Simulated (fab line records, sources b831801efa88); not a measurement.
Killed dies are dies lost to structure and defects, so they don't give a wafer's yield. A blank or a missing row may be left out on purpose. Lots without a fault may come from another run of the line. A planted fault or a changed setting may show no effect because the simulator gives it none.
Which tool did it? | flow gf180mcu | 7 lots, 21 wafers sampled, at 4 steps of a route of 602

WHAT THE GAUGES READ, wafer by wafer
GF_V1_OVL_MEAS_15.
lot  | measured     | on         | V1_OVL (nm)
L807 | day 19 01:04 | overlay-02 | -7 -7 -2
L811 | day 20 11:56 | overlay-01 | 1 1 1
L813 | day 21 04:50 | overlay-02 | -1 -6 3
L815 | day 22 01:47 | overlay-02 | 1 3 2
L817 | day 22 23:13 | overlay-01 | 6 7 -4
L826 | day 25 11:31 | overlay-02 | -6 -1 -8

WHICH TOOL RAN EACH LOT (tool, then ch and the chambers of the sampled wafers, then the start)
lot  | GF_HV_LDD_ETCHBACK_58              | GF_CONTACT_STRIP_18                  | GF_M1_SPUTTER_03
L807 | rie_diel-01 ch 1,2,3, day 13 05:33 | plasma_asher-04 ch 0,1, day 16 22:31 | pvd_sputter-01, day 16 23:40
L811 | rie_diel-01 ch 0,1,2, day 14 12:56 | plasma_asher-01 ch 0,1, day 18 09:52 | pvd_sputter-02, day 18 11:01
L813 | rie_diel-01 ch 0,2,3, day 15 04:03 | plasma_asher-02 ch 0,1, day 19 03:08 | pvd_sputter-01, day 19 04:17
L815 | rie_diel-01 ch 0,1,3, day 15 23:57 | plasma_asher-02 ch 0,1, day 19 22:08 | pvd_sputter-03, day 19 23:17
L817 | rie_diel-04 ch 0,1,2, day 16 15:04 | plasma_asher-01 ch 0,1, day 20 22:28 | pvd_sputter-01, day 20 23:40
L819 | rie_diel-01 ch 0,1,2, day 17 11:06 | -                                    | -
L826 | rie_diel-04 ch 1,2,3, day 19 12:13 | plasma_asher-02 ch 0,1, day 23 12:47 | pvd_sputter-03, day 23 14:02
- GF_HV_LDD_ETCHBACK_58: etches Si3N4 in CH3F/O2, stops on SiO2, time 100 s, target depth 90 nm.
- GF_CONTACT_STRIP_18: strips in O2/N2.
- GF_M1_SPUTTER_03: material Ti, target thk 10 nm, time 6.7 s.

THE ANSWER, worked out from the rows above alone
Rule: what is usual is taken from the lots themselves. Put in order of their means at a reading, lots are off if they are a third of the lots or fewer, leave a main group of 4 or more, and stand apart from it by a gap of 3 or more times the standard deviation of the main group's means; of several such gaps the widest counts. A main group whose means are all the same, to the digits that the tables above print for the reading, isn't used. A lot without any number at a reading at which 4 lots or more have one is off too. The other lots that the step has rows for count as sound.
No lot is off at any reading shown: from this, nothing can be told.

WHAT THE SIMULATOR HAD PUT IN
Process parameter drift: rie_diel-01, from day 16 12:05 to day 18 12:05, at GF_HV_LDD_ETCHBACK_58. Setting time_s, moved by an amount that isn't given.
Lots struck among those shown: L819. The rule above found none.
